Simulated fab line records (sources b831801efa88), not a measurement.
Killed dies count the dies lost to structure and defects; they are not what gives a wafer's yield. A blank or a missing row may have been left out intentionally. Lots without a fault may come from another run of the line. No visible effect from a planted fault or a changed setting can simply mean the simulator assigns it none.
Struck lot and sound lot, side by side / flow sfq-line / 42 out of 325 route steps
Sound: the wafers L880.1, L880.5, L880.6. Struck: wafer L894.6 (L894.1, L894.5, from the same lot, were not struck and are left out); the cause is given at the end.
At each step with rows: each side's tool, then ch and its chambers, then its first start. Under that, the readings that differ: sound wafers / struck wafers / difference of the means / sigmas: that difference in standard deviations of wafers without a fault.
alike: readings with means less than 2 such deviations apart, plus words and numbers identical on both sides. not compared: withheld readings, readings lacking a value on some wafer, bounds such as >300 that could conceal the same value, and numbers that have no deviation in the record and whose values overlap.
A row with sigmas, a row that says differs or no value, or rows on one side alone: a step with any of these is where the two part. Numbers that don't overlap but have no deviation are shown without sigmas and don't part them. A reading missing from all wafers of one side parts the sides only when that side holds two or more wafers.

first, 6 steps without rows for these wafers: SFQ_TRILAYER_I6_VIA_LITHO_COAT_174 (resist thk 62 nm); SFQ_TRILAYER_I6_VIA_LITHO_COAT_169 (resist thk 650 nm); SFQ_TRILAYER_I6_VIA_LITHO_SOFTBAKE_173; SFQ_TRILAYER_I6_VIA_LITHO_EXPOSE_170 (exposes mask I6, target cd 700 nm); SFQ_TRILAYER_I6_VIA_LITHO_PEB_172 (peb time 58.87 s); SFQ_TRILAYER_I6_VIA_LITHO_DEVELOP_171 (time 60 s).
SFQ_I6_OVL_MEAS_942:
  sound on overlay-01, day 76 21:20; struck on overlay-01, day 81 18:44
  alike: I6_OVL
then, 1 step without rows for these wafers: SFQ_TRILAYER_I6_VIA_BARC_OPEN_VIA_ETCH_235 (etches BARC in O2, target depth 125 nm, time 41.7 s).
SFQ_TRILAYER_I6_VIA_ETCH_VIA_ETCH_172: etches SiO2 in CHF3, stops on Nb, target depth 260 nm.
  sound on rie-diel-04 ch 1,2,3, day 76 21:25; struck on rie-diel-01 ch 3, day 81 18:49
  alike: drypump-motor-current-A, oes-product-au
then, 3 steps without rows for these wafers: SFQ_TRILAYER_I6_VIA_STRIP_STRIP_173 (strips in O2); SFQ_TRILAYER_I6_VIA_STRIP_SOLV_CLEAN_174 (cleans in NMP, time 600 s); SFQ_TRILAYER_M7_DEP_PRE_CLEAN_176 (time 22.5 s).
SFQ_TRILAYER_M7_DEP_SPUTTER_175: material Nb, target thk 200 nm, time 133.3 s.
  sound on pvd-sputter-06, day 76 22:19; struck on pvd-sputter-05, day 81 19:44
reading=cathode-dc-power-W (W); sound=2000.3 2001.0 1999.4; struck=2088.3; difference=+88.1; sigmas=+99 or more
reading=model.Nb_of_TRILAYER_M7_DEP_SPUTTER_175.thk-nm (nm); sound=198.3 197.9 196.4; struck=208.5; difference=+11.0; sigmas=
  alike: throttle-valve-pct
SFQ_M7_RS_MEAS_943: measures by four-point-probe.
  sound on film-metro-03, day 76 22:25; struck on film-metro-03, day 81 19:49
reading=M7_NB_RS (ohm/sq); sound=0.899 0.899 0.905; struck=0.854; difference=-0.047; sigmas=-7
then, 6 steps without rows for these wafers: SFQ_TRILAYER_M7_LITHO_COAT_182 (resist thk 62 nm); SFQ_TRILAYER_M7_LITHO_COAT_177 (resist thk 600 nm); SFQ_TRILAYER_M7_LITHO_SOFTBAKE_181; SFQ_TRILAYER_M7_LITHO_EXPOSE_178 (exposes mask M7, target cd 500 nm); SFQ_TRILAYER_M7_LITHO_PEB_180 (peb time 60 s); SFQ_TRILAYER_M7_LITHO_DEVELOP_179 (time 60 s).
SFQ_M7_OVL_MEAS_945:
  sound on overlay-02, day 77 00:58; struck on overlay-02, day 82 03:13
reading=M7_OVL (nm); sound=-7 -7 0; struck=7; difference=+12; sigmas=+2
SFQ_TRILAYER_M7_BARC_OPEN_METAL_ETCH_229: etches BARC in O2, target depth 125 nm, time 41.7 s.
  sound on rie-metal-03 ch 0,1, day 77 01:00; struck on rie-metal-01 ch 1, day 82 03:15
  alike: drypump-motor-current-A, oes-product-au
  not compared: rf-hours-counter-h
SFQ_TRILAYER_M7_ETCH_METAL_ETCH_180: etches Nb in Cl2/Ar, stops on SiO2, target depth 240 nm, time 120 s.
  sound on rie-metal-03 ch 0,1, day 77 01:04; struck on rie-metal-01 ch 1, day 82 03:19
reading=oes-product-au (a.u.); sound=0.883 0.891 0.884; struck=0.916; difference=+0.030; sigmas=+5
reading=model.M7.feature-depth-nm (nm); sound=198.3 197.9 196.4; struck=208.5; difference=+11.0; sigmas=
reading=model.etch.depth-nm (nm); sound=198.3 197.9 196.4; struck=208.5; difference=+11.0; sigmas=
  alike: drypump-motor-current-A
  not compared: rf-hours-counter-h
SFQ_TRILAYER_M7_STRIP_STRIP_181: strips in O2.
  sound on rie-metal-03 ch 0,1, day 77 01:11; struck on rie-metal-01 ch 1, day 82 03:26
  alike: drypump-motor-current-A, oes-product-au
  not compared: rf-hours-counter-h
then, 2 steps without rows for these wafers: SFQ_TRILAYER_M7_STRIP_SOLV_CLEAN_182 (cleans in NMP, time 600 s); SFQ_TRILAYER_I7_DEP_PECVD_183 (deposits SiO2 from SiH4/N2O, time 111.11 s, target thk 500 nm).
SFQ_TRILAYER_I7_CMP_CMP_184: polishes SiO2.
  sound on cmp-01 ch 0,1, day 77 02:59; struck on cmp-02 ch 3, day 82 06:17
  alike: motor-current-A, time-to-endpoint-s
SFQ_I7_BOW_MEAS_946:
  sound on film-metro-02, day 77 05:29; struck on film-metro-04, day 82 07:17
  alike: I7_BOW
then, 7 steps without rows for these wafers: SFQ_TRILAYER_I7_METRO_MEASURE_185; SFQ_TRILAYER_I7_VIA_LITHO_COAT_192 (resist thk 62 nm); SFQ_TRILAYER_I7_VIA_LITHO_COAT_187 (resist thk 650 nm); SFQ_TRILAYER_I7_VIA_LITHO_SOFTBAKE_191; SFQ_TRILAYER_I7_VIA_LITHO_EXPOSE_188 (exposes mask I7, target cd 1000 nm); SFQ_TRILAYER_I7_VIA_LITHO_PEB_190 (peb time 60 s); SFQ_TRILAYER_I7_VIA_LITHO_DEVELOP_189 (time 60 s).
-- the record jumps here: 4 days lie between the struck wafers' starts before and after --
SFQ_I7_OVL_MEAS_947:
  sound on overlay-02, day 77 09:29; struck on overlay-01, day 86 00:35
  alike: I7_OVL
SFQ_TRILAYER_I7_VIA_BARC_OPEN_VIA_ETCH_260: etches BARC in O2, target depth 125 nm, time 41.7 s.
  sound on rie-diel-03 ch 0,1,2, day 77 09:32; struck on rie-diel-01 ch 0, day 86 00:37
  alike: drypump-motor-current-A, oes-product-au
  not compared: rf-hours-counter-h
then, 4 steps without rows for these wafers: SFQ_TRILAYER_I7_VIA_ETCH_VIA_ETCH_190 (etches SiO2 in CHF3, stops on Nb, target depth 260 nm); SFQ_TRILAYER_I7_VIA_STRIP_STRIP_191 (strips in O2); SFQ_TRILAYER_I7_VIA_STRIP_SOLV_CLEAN_192 (cleans in NMP, time 600 s); SFQ_TRILAYER_M8_LITHO_LOR_COAT_197.
SFQ_M8_BOW_MEAS_951:
  sound on film-metro-02, day 81 18:40; struck on film-metro-01, day 86 05:29
reading=model.etest.m7.ohm-um; sound=1.799 1.8 1.818; struck=1.702; difference=-0.104; sigmas=
reading=model.etest.i6.link-ohm; sound=1.878 1.884 1.893; struck=1.861; difference=-0.024; sigmas=
reading=model.etest.i7.link-ohm; sound=1.055 1.058 1.064; struck=1.009; difference=-0.050; sigmas=
reading=model.etest.m7.ohm-sq; sound=0.898 0.9002 0.9067; struck=0.8542; difference=-0.0474; sigmas=
  alike: M8_BOW

## WHERE THEY PART
First at SFQ_TRILAYER_M7_DEP_SPUTTER_175; last, within this record, at SFQ_TRILAYER_M7_ETCH_METAL_ETCH_180. Later steps at which nothing parts them and some readings are alike: SFQ_TRILAYER_M7_STRIP_STRIP_181, SFQ_TRILAYER_I7_CMP_CMP_184, SFQ_I7_BOW_MEAS_946, SFQ_I7_OVL_MEAS_947, SFQ_TRILAYER_I7_VIA_BARC_OPEN_VIA_ETCH_260, SFQ_M8_BOW_MEAS_951.

WHY: whatever the simulator had introduced
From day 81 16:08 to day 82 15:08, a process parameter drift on pvd-sputter-05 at SFQ_TRILAYER_M7_DEP_SPUTTER_175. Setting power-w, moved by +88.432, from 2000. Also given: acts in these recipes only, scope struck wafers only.
